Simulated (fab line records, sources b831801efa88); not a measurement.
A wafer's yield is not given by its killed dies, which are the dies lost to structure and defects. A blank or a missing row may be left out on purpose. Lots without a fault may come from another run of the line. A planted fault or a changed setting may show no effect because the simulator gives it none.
Which of the tools did it?	flow gf180mcu	42 wafers from 14 lots sampled at 3 of the route's 602 steps

WHAT EACH GAUGE READ, for each wafer
GF_LVPWELL_OVL_MEAS_07. Usual: LVPWELL_OVL typically reads -1.7 nm, with standard deviation 1.5.
lot	measured	on	LVPWELL_OVL (nm)	flag
L296	day 3 23:21	overlay-02	-1.3 -2.0 -3.3	
L297	day 4 04:25	overlay-02	-3.4 -3.0 -2.4	
L298	day 4 10:30	overlay-02	-0.7 -2.8 -2.5	
L299	day 4 15:47	overlay-02	-2.8 -1.2 -0.3	
L300	day 4 21:04	overlay-02	0.3 1.2 -0.7	
L302	day 5 07:22	overlay-02	-3.3 -1.3 -0.3	
L308	day 6 15:11	overlay-02	2.4 2.4 2.1	
L309	day 6 22:29	overlay-01	-2.0 -3.2 -2.9	
L312	day 7 16:11	overlay-02	-1.3 1.0 -0.9	
L313	day 7 18:51	overlay-02	-0.7 -2.0 -1.5	
L315	day 8 07:38	overlay-02	-2.2 -0.8 -1.1	
L317	day 8 19:35	overlay-01	-4.4 -2.4 0.1	
L318	day 8 23:59	overlay-01	-1.7 -1.5 -2.4	
L319	day 9 06:08	overlay-01	-2.7 -3.1 -3.7	

GF_PSD_OVL_MEAS_08. Usual: PSD_OVL typically reads 0.7 nm, with standard deviation 1.4.
lot	measured	on	PSD_OVL (nm)	flag
L296	day 14 08:04	overlay-01	-1.3 -1.0 -2.2	
L297	day 14 15:04	overlay-01	2.1 0.0 2.6	
L298	day 15 01:15	overlay-01	2.8 3.2 1.6	
L299	day 15 06:16	overlay-02	1.7 1.1 0.5	
L300	day 15 18:55	overlay-02	3.2 0.7 -0.4	
L302	day 16 09:07	overlay-02	2.8 0.6 0.4	
L308	day 18 12:18	overlay-01	1.1 0.7 0.8	
L309	day 18 22:34	overlay-02	-1.2 0.0 -0.1	
L312	day 20 03:22	overlay-01	1.4 0.9 -0.4	
L313	day 20 07:16	overlay-02	1.4 -0.2 1.4	
L315	day 20 21:30	overlay-02	0.0 -2.7 -1.2	
L317	day 21 17:33	overlay-02	0.6 2.0 1.5	
L318	day 21 19:03	overlay-02	-0.5 -1.2 1.0	
L319	day 22 06:10	overlay-02	1.7 2.4 0.3	

WHAT TOOL EACH LOT RAN ON (gives the tool, then ch and the chambers of the sampled wafers, and finally the start)
lot	GF_VT_IMPLANT_WET_ETCH_50
L296	wet_bench-01 ch 0, day 7 16:49
L297	wet_bench-02 ch 2, day 7 22:01
L298	wet_bench-02 ch 3, day 8 04:49
L299	wet_bench-02 ch 2, day 8 11:07
L300	wet_bench-03 ch 0, day 8 19:28
L302	wet_bench-03 ch 3, day 9 06:46
L308	wet_bench-03 ch 3, day 10 23:04
L309	wet_bench-03 ch 3, day 11 06:04
L312	wet_bench-01 ch 0, day 12 06:52
L313	wet_bench-01 ch 2, day 12 07:06
L315	wet_bench-01 ch 0, day 12 21:21
L317	wet_bench-01 ch 2, day 13 13:18
L318	wet_bench-03 ch 3, day 13 17:43
L319	wet_bench-02 ch 3, day 14 02:00
- GF_VT_IMPLANT_WET_ETCH_50: etches SiO2 in dHF, target depth 20 nm, time 400 s.

WHAT THE TOOLS THEMSELVES READ (means of the sampled wafers that have a number; where no wafer has one, the mark that the record gives instead)
GF_VT_IMPLANT_WET_ETCH_50. Usual: run_length_s at 428 s, with a standard deviation of 3.7.
lot	tool	run_length_s (s)	flag
L296	wet_bench-01	434	
L297	wet_bench-02	425	
L298	wet_bench-02	424	
L299	wet_bench-02	431	
L300	wet_bench-03	433	
L302	wet_bench-03	423	
L308	wet_bench-03	327	OFF
L309	wet_bench-03	334	OFF
L312	wet_bench-01	433	
L313	wet_bench-01	433	
L315	wet_bench-01	426	
L317	wet_bench-01	426	
L318	wet_bench-03	425	
L319	wet_bench-02	425	

THE ANSWER, worked out from the rows above alone
Rule: a lot is off if the mean of its wafers that have a number lies more than 3 standard deviations from the usual mean. A lot without any number at a reading at which 4 lots or more have one is off too. The other lots that the step has rows for count as sound. First the gauges in route order, then the tools' own readings, where a lot's mean is used as printed above. At the first step where some lot is off, the reading lying furthest off is the one used; lots without a number count as furthest.
Off: L308, L309 (GF_VT_IMPLANT_WET_ETCH_50, run_length_s).
A tool fits if, at that step or a process step before it, it ran every lot that is off, and no sound lot after the first of them. Not one of the candidates tried fits.

WHAT WAS PUT IN BY THE SIMULATOR
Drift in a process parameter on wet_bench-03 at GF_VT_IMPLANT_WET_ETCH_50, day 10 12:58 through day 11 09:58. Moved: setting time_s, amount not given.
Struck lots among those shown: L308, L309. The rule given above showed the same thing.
